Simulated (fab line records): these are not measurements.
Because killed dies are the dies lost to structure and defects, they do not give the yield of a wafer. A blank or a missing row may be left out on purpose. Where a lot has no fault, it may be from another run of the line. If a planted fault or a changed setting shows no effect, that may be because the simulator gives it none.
What tool caused it? || flow gf180mcu || 36 wafers from 12 lots sampled at 5 of the route's 602 steps

WHAT THE GAUGES SHOWED, per wafer
GF_VT_IMPLANT_RS_MEAS_47: measures by four-point-probe.
{"lot": "L498", "measured": "day 7 10:58", "on": "filmMetro-01", "NWELL_RS (ohm/sq)": "486.8 485.7 486.9"}
{"lot": "L500", "measured": "day 8 03:05", "on": "filmMetro-03", "NWELL_RS (ohm/sq)": "486.5 485.9 486.6"}
{"lot": "L501", "measured": "day 8 11:20", "on": "filmMetro-04", "NWELL_RS (ohm/sq)": "487.9 487.6 487.3"}
{"lot": "L502", "measured": "day 8 16:16", "on": "filmMetro-03", "NWELL_RS (ohm/sq)": "485.9 487.6 486.5"}
{"lot": "L507", "measured": "day 10 04:40", "on": "filmMetro-01", "NWELL_RS (ohm/sq)": "479.6 477.5 478.3"}
{"lot": "L508", "measured": "day 10 09:56", "on": "filmMetro-03", "NWELL_RS (ohm/sq)": "475.4 475.7 474.7"}
{"lot": "L512", "measured": "day 11 09:46", "on": "filmMetro-03", "NWELL_RS (ohm/sq)": "489.7 490.2 489.9"}
{"lot": "L514", "measured": "day 11 22:36", "on": "filmMetro-03", "NWELL_RS (ohm/sq)": "489.3 489.1 489.6"}
{"lot": "L517", "measured": "day 12 21:34", "on": "filmMetro-03", "NWELL_RS (ohm/sq)": "485.3 485.3 486.1"}
{"lot": "L519", "measured": "day 13 13:01", "on": "filmMetro-04", "NWELL_RS (ohm/sq)": "489.1 489.6 488.2"}
{"lot": "L520", "measured": "day 13 18:44", "on": "filmMetro-04", "NWELL_RS (ohm/sq)": "485.4 487.1 486.8"}
{"lot": "L521", "measured": "day 13 23:18", "on": "filmMetro-04", "NWELL_RS (ohm/sq)": "489.1 488.8 490.5"}

GF_HV_LDD_TW_MEAS_11.
{"lot": "L498", "measured": "day 9 22:00", "on": "filmMetro-03", "HV_LDD_TW": "2412 2404 2407"}
{"lot": "L500", "measured": "day 10 18:15", "on": "filmMetro-04", "HV_LDD_TW": "2389 2397 2387"}
{"lot": "L501", "measured": "day 10 23:17", "on": "filmMetro-01", "HV_LDD_TW": "2401 2419 2410"}
{"lot": "L502", "measured": "day 11 04:51", "on": "filmMetro-04", "HV_LDD_TW": "2420 2419 2430"}
{"lot": "L507", "measured": "day 12 23:24", "on": "filmMetro-01", "HV_LDD_TW": "2413 2407 2419"}
{"lot": "L508", "measured": "day 13 03:19", "on": "filmMetro-03", "HV_LDD_TW": "2400 2417 2391"}
{"lot": "L512", "measured": "day 14 05:51", "on": "filmMetro-01", "HV_LDD_TW": "2408 2410 2409"}
{"lot": "L514", "measured": "day 14 18:38", "on": "filmMetro-01", "HV_LDD_TW": "2411 2412 2425"}
{"lot": "L517", "measured": "day 15 20:37", "on": "filmMetro-04", "HV_LDD_TW": "2402 2401 2398"}
{"lot": "L519", "measured": "day 16 12:56", "on": "filmMetro-04", "HV_LDD_TW": "2413 2389 2407"}
{"lot": "L520", "measured": "day 16 17:45", "on": "filmMetro-04", "HV_LDD_TW": "2399 2407 2398"}
{"lot": "L521", "measured": "day 16 23:17", "on": "filmMetro-03", "HV_LDD_TW": "2389 2387 2380"}

WHAT TOOL EACH LOT RAN ON (gives the tool, then ch and the chambers of the sampled wafers, and finally the start)
{"lot": "L498", "GF_NWELL_IMPLANT_08": "implanter-02 ch 0, day 3 06:47", "GF_VT_IMPLANT_STRIP_20": "plasmaAsher-03 ch 0,1, day 6 03:32", "GF_HV_LDD_STRIP_10": "plasmaAsher-02 ch 0,1, day 9 21:54"}
{"lot": "L500", "GF_NWELL_IMPLANT_08": "implanter-03 ch 0, day 3 17:27", "GF_VT_IMPLANT_STRIP_20": "plasmaAsher-02 ch 0,1, day 6 18:16", "GF_HV_LDD_STRIP_10": "plasmaAsher-04 ch 0,1, day 10 18:08"}
{"lot": "L501", "GF_NWELL_IMPLANT_08": "implanter-01 ch 0, day 4 00:25", "GF_VT_IMPLANT_STRIP_20": "plasmaAsher-03 ch 0,1, day 7 01:41", "GF_HV_LDD_STRIP_10": "plasmaAsher-02 ch 0,1, day 10 23:11"}
{"lot": "L502", "GF_NWELL_IMPLANT_08": "implanter-01 ch 0, day 4 05:14", "GF_VT_IMPLANT_STRIP_20": "plasmaAsher-03 ch 0,1, day 7 06:16", "GF_HV_LDD_STRIP_10": "plasmaAsher-02 ch 0,1, day 11 04:45"}
{"lot": "L507", "GF_NWELL_IMPLANT_08": "implanter-01 ch 0, day 5 11:04", "GF_VT_IMPLANT_STRIP_20": "plasmaAsher-02 ch 0,1, day 8 17:32", "GF_HV_LDD_STRIP_10": "plasmaAsher-03 ch 0,1, day 12 23:17"}
{"lot": "L508", "GF_NWELL_IMPLANT_08": "implanter-01 ch 0, day 5 14:58", "GF_VT_IMPLANT_STRIP_20": "plasmaAsher-02 ch 0,1, day 8 22:46", "GF_HV_LDD_STRIP_10": "plasmaAsher-04 ch 0,1, day 13 03:13"}
{"lot": "L512", "GF_NWELL_IMPLANT_08": "implanter-03 ch 0, day 6 11:16", "GF_VT_IMPLANT_STRIP_20": "plasmaAsher-03 ch 0,1, day 9 22:19", "GF_HV_LDD_STRIP_10": "plasmaAsher-03 ch 0,1, day 14 05:44"}
{"lot": "L514", "GF_NWELL_IMPLANT_08": "implanter-03 ch 0, day 6 21:01", "GF_VT_IMPLANT_STRIP_20": "plasmaAsher-03 ch 0,1, day 10 09:37", "GF_HV_LDD_STRIP_10": "plasmaAsher-03 ch 0,1, day 14 18:32"}
{"lot": "L517", "GF_NWELL_IMPLANT_08": "implanter-02 ch 0, day 7 14:57", "GF_VT_IMPLANT_STRIP_20": "plasmaAsher-01 ch 0,1, day 11 06:25", "GF_HV_LDD_STRIP_10": "plasmaAsher-02 ch 0,1, day 15 20:31"}
{"lot": "L519", "GF_NWELL_IMPLANT_08": "implanter-03 ch 0, day 8 03:47", "GF_VT_IMPLANT_STRIP_20": "plasmaAsher-02 ch 0,1, day 11 21:52", "GF_HV_LDD_STRIP_10": "plasmaAsher-02 ch 0,1, day 16 12:50"}
{"lot": "L520", "GF_NWELL_IMPLANT_08": "implanter-02 ch 0, day 8 08:09", "GF_VT_IMPLANT_STRIP_20": "plasmaAsher-01 ch 0,1, day 12 02:46", "GF_HV_LDD_STRIP_10": "plasmaAsher-04 ch 0,1, day 16 17:38"}
{"lot": "L521", "GF_NWELL_IMPLANT_08": "implanter-01 ch 0, day 8 12:55", "GF_VT_IMPLANT_STRIP_20": "plasmaAsher-01 ch 0,1, day 12 07:43", "GF_HV_LDD_STRIP_10": "plasmaAsher-04 ch 0,1, day 16 23:11"}
- GF_NWELL_IMPLANT_08
- GF_VT_IMPLANT_STRIP_20: strips in O2/N2.
- GF_HV_LDD_STRIP_10: strips in O2/N2.

WHAT THE TOOLS THEMSELVES READ (means of the sampled wafers that have a number; where no wafer has one, the mark that the record gives instead)
GF_NWELL_IMPLANT_08.
{"lot": "L498", "tool": "implanter-02", "beamEnergyKeV": 450.07, "endStationPressureTorr (Torr)": 4.98e-06}
{"lot": "L500", "tool": "implanter-03", "beamEnergyKeV": 450.14, "endStationPressureTorr (Torr)": 5.30e-06}
{"lot": "L501", "tool": "implanter-01", "beamEnergyKeV": 450.03, "endStationPressureTorr (Torr)": 4.83e-06}
{"lot": "L502", "tool": "implanter-01", "beamEnergyKeV": 449.97, "endStationPressureTorr (Torr)": 5.16e-06}
{"lot": "L507", "tool": "implanter-01", "beamEnergyKeV": 507.11, "endStationPressureTorr (Torr)": 5.06e-06}
{"lot": "L508", "tool": "implanter-01", "beamEnergyKeV": 506.92, "endStationPressureTorr (Torr)": 5.24e-06}
{"lot": "L512", "tool": "implanter-03", "beamEnergyKeV": 450.02, "endStationPressureTorr (Torr)": 5.23e-06}
{"lot": "L514", "tool": "implanter-03", "beamEnergyKeV": 450.00, "endStationPressureTorr (Torr)": 4.97e-06}
{"lot": "L517", "tool": "implanter-02", "beamEnergyKeV": 449.80, "endStationPressureTorr (Torr)": 5.10e-06}
{"lot": "L519", "tool": "implanter-03", "beamEnergyKeV": 449.97, "endStationPressureTorr (Torr)": 5.16e-06}
{"lot": "L520", "tool": "implanter-02", "beamEnergyKeV": 449.95, "endStationPressureTorr (Torr)": 5.15e-06}
{"lot": "L521", "tool": "implanter-01", "beamEnergyKeV": 449.94, "endStationPressureTorr (Torr)": 5.16e-06}

GF_VT_IMPLANT_STRIP_20.
{"lot": "L498", "tool": "plasmaAsher-03", "drypumpMotorCurrentA (A)": 5.1, "heaterPowerW (W)": 312, "oesProductAu (a.u.)": 0.719, "stripTimeToEndpointS (s)": 12.68}
{"lot": "L500", "tool": "plasmaAsher-02", "drypumpMotorCurrentA (A)": 6.3, "heaterPowerW (W)": 314, "oesProductAu (a.u.)": 0.711, "stripTimeToEndpointS (s)": 12.70}
{"lot": "L501", "tool": "plasmaAsher-03", "drypumpMotorCurrentA (A)": 5.2, "heaterPowerW (W)": 308, "oesProductAu (a.u.)": 0.716, "stripTimeToEndpointS (s)": 12.67}
{"lot": "L502", "tool": "plasmaAsher-03", "drypumpMotorCurrentA (A)": 5.2, "heaterPowerW (W)": 314, "oesProductAu (a.u.)": 0.717, "stripTimeToEndpointS (s)": 12.63}
{"lot": "L507", "tool": "plasmaAsher-02", "drypumpMotorCurrentA (A)": 6.0, "heaterPowerW (W)": 314, "oesProductAu (a.u.)": 0.721, "stripTimeToEndpointS (s)": 12.62}
{"lot": "L508", "tool": "plasmaAsher-02", "drypumpMotorCurrentA (A)": 6.2, "heaterPowerW (W)": 308, "oesProductAu (a.u.)": 0.714, "stripTimeToEndpointS (s)": 12.63}
{"lot": "L512", "tool": "plasmaAsher-03", "drypumpMotorCurrentA (A)": 5.3, "heaterPowerW (W)": 324, "oesProductAu (a.u.)": 0.719, "stripTimeToEndpointS (s)": 12.68}
{"lot": "L514", "tool": "plasmaAsher-03", "drypumpMotorCurrentA (A)": 5.2, "heaterPowerW (W)": 312, "oesProductAu (a.u.)": 0.715, "stripTimeToEndpointS (s)": 12.69}
{"lot": "L517", "tool": "plasmaAsher-01", "drypumpMotorCurrentA (A)": 5.7, "heaterPowerW (W)": 320, "oesProductAu (a.u.)": 0.717, "stripTimeToEndpointS (s)": 12.67}
{"lot": "L519", "tool": "plasmaAsher-02", "drypumpMotorCurrentA (A)": 6.0, "heaterPowerW (W)": 306, "oesProductAu (a.u.)": 0.713, "stripTimeToEndpointS (s)": 12.61}
{"lot": "L520", "tool": "plasmaAsher-01", "drypumpMotorCurrentA (A)": 5.8, "heaterPowerW (W)": 319, "oesProductAu (a.u.)": 0.716, "stripTimeToEndpointS (s)": 12.60}
{"lot": "L521", "tool": "plasmaAsher-01", "drypumpMotorCurrentA (A)": 6.3, "heaterPowerW (W)": 326, "oesProductAu (a.u.)": 0.717, "stripTimeToEndpointS (s)": 12.65}

GF_HV_LDD_STRIP_10.
{"lot": "L498", "tool": "plasmaAsher-02", "drypumpMotorCurrentA (A)": 6.2, "heaterPowerW (W)": 317, "oesProductAu (a.u.)": 0.716, "stripTimeToEndpointS (s)": 12.59}
{"lot": "L500", "tool": "plasmaAsher-04", "drypumpMotorCurrentA (A)": 5.9, "heaterPowerW (W)": 325, "oesProductAu (a.u.)": 0.716, "stripTimeToEndpointS (s)": 12.61}
{"lot": "L501", "tool": "plasmaAsher-02", "drypumpMotorCurrentA (A)": 6.2, "heaterPowerW (W)": 317, "oesProductAu (a.u.)": 0.710, "stripTimeToEndpointS (s)": 12.71}
{"lot": "L502", "tool": "plasmaAsher-02", "drypumpMotorCurrentA (A)": 6.0, "heaterPowerW (W)": 309, "oesProductAu (a.u.)": 0.715, "stripTimeToEndpointS (s)": 12.63}
{"lot": "L507", "tool": "plasmaAsher-03", "drypumpMotorCurrentA (A)": 5.3, "heaterPowerW (W)": 325, "oesProductAu (a.u.)": 0.720, "stripTimeToEndpointS (s)": 12.70}
{"lot": "L508", "tool": "plasmaAsher-04", "drypumpMotorCurrentA (A)": 5.9, "heaterPowerW (W)": 330, "oesProductAu (a.u.)": 0.716, "stripTimeToEndpointS (s)": 12.65}
{"lot": "L512", "tool": "plasmaAsher-03", "drypumpMotorCurrentA (A)": 5.2, "heaterPowerW (W)": 309, "oesProductAu (a.u.)": 0.715, "stripTimeToEndpointS (s)": 12.55}
{"lot": "L514", "tool": "plasmaAsher-03", "drypumpMotorCurrentA (A)": 5.3, "heaterPowerW (W)": 319, "oesProductAu (a.u.)": 0.715, "stripTimeToEndpointS (s)": 12.63}
{"lot": "L517", "tool": "plasmaAsher-02", "drypumpMotorCurrentA (A)": 6.2, "heaterPowerW (W)": 311, "oesProductAu (a.u.)": 0.718, "stripTimeToEndpointS (s)": 12.63}
{"lot": "L519", "tool": "plasmaAsher-02", "drypumpMotorCurrentA (A)": 6.0, "heaterPowerW (W)": 310, "oesProductAu (a.u.)": 0.719, "stripTimeToEndpointS (s)": 12.70}
{"lot": "L520", "tool": "plasmaAsher-04", "drypumpMotorCurrentA (A)": 5.8, "heaterPowerW (W)": 333, "oesProductAu (a.u.)": 0.713, "stripTimeToEndpointS (s)": 12.64}
{"lot": "L521", "tool": "plasmaAsher-04", "drypumpMotorCurrentA (A)": 5.8, "heaterPowerW (W)": 331, "oesProductAu (a.u.)": 0.715, "stripTimeToEndpointS (s)": 12.63}

THE ANSWER, worked out from the rows above alone
Rule: usual is defined by the lots themselves. Put in order of their means at a reading, lots are off if they are a third of the lots or fewer, leave a main group of 4 or more, and stand apart from it by a gap of 3 or more times the standard deviation of the main group's means; of several such gaps the widest counts. A main group whose means are all the same, to the digits that the tables above print for the reading, isn't used. A lot without any number at a reading at which 4 lots or more have one is off too. The other lots that the step has rows for count as sound. First the gauges in route order, then the tools' own readings, where a lot's mean is used as printed above. At the first step where some lot is off, the reading lying furthest off is the one used; lots without a number count as furthest.
Off: L507, L508, at GF_VT_IMPLANT_RS_MEAS_47 (NWELL_RS). Main group: mean 487.7 ohm/sq, sd 1.5.
A tool fits if, at a process step before that reading, it ran every lot that is off, and no sound lot after the first of them. Not tried: the gauges at GF_VT_IMPLANT_RS_MEAS_47; whatever is off there is also off at GF_NWELL_IMPLANT_08, on other tools, and gauge error can't account for it. No candidate that was tried fits.

WHAT HAD BEEN PUT IN BY THE SIMULATOR
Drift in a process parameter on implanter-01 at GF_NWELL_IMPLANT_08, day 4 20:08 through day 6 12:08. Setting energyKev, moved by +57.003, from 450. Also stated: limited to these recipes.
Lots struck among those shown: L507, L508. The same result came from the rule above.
